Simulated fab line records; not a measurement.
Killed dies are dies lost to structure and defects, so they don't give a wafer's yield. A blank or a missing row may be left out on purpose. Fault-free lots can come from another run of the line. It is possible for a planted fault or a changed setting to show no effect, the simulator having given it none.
The same fault as seen by 2 desks | flow sky130 | numbers are kept per desk, each desk with only its own; the story behind them comes last

## THE TOOL OWNER'S DESK: litho-track-01
The tool's own readings at SKY_METAL4_COAT_08 (resist thk 1140 nm): means of the sampled wafers that have a number, for each lot that ran on this tool. Marked OUT: a lot whose mean sits more than 4 standard deviations from the usual mean, which makes it out of limits; the brackets give that distance.
Columns: A = exhaust-pa at SKY_METAL4_COAT_08, usual 45.0 Pa
lot  | first seen here | A
L494 | day 42 00:00    | 44.2
L495 | day 42 02:00    | 44.0
L496 | day 42 09:00    | 45.7
L498 | day 43 05:00    | 44.1
L499 | day 43 12:00    | 44.5
This desk's verdict: no lot among the 5 shows anything out of limits.

## AT THE METROLOGY DESK
What the gauges read, lot by lot, whatever tool the lot ran on: means of the sampled wafers that have a number. Marked OUT: a lot whose mean sits more than 4 standard deviations from the usual mean, which makes it out of limits; the brackets give that distance.
Columns: A = VIA3_HDPCVD_THK at SKY_VIA3_THK_MEAS_01, usual 1641 nm; B = VIA4_W_THK at SKY_VIA4_THK_MEAS_20, usual 507 nm
lot  | first seen here | A    | B
L492 | day 38 08:46    | 1638 | 504
L494 | day 39 09:58    | 1646 | 500
L495 | day 39 11:16    | 1643 | 511
L496 | day 39 19:28    | 1662 | 502
L497 | day 40 04:56    | 1657 | 506
L498 | day 40 15:35    | 1642 | 504
L499 | day 40 22:11    | 1648 | 496
L500 | day 41 03:47    | 1633 | 496
L507 | day 43 00:32    | 1654 | 500
L512 | day 44 09:13    | 1619 | 538
L513 | day 44 22:15    | 1637 | 500
This desk's verdict: no lot among the 11 shows anything out of limits.

## TAKEN TOGETHER
Nothing out of limits was seen by the tool owner's desk.
Metrology desk: nothing out of limits seen.

## WHAT THE SIMULATOR HAD INSERTED
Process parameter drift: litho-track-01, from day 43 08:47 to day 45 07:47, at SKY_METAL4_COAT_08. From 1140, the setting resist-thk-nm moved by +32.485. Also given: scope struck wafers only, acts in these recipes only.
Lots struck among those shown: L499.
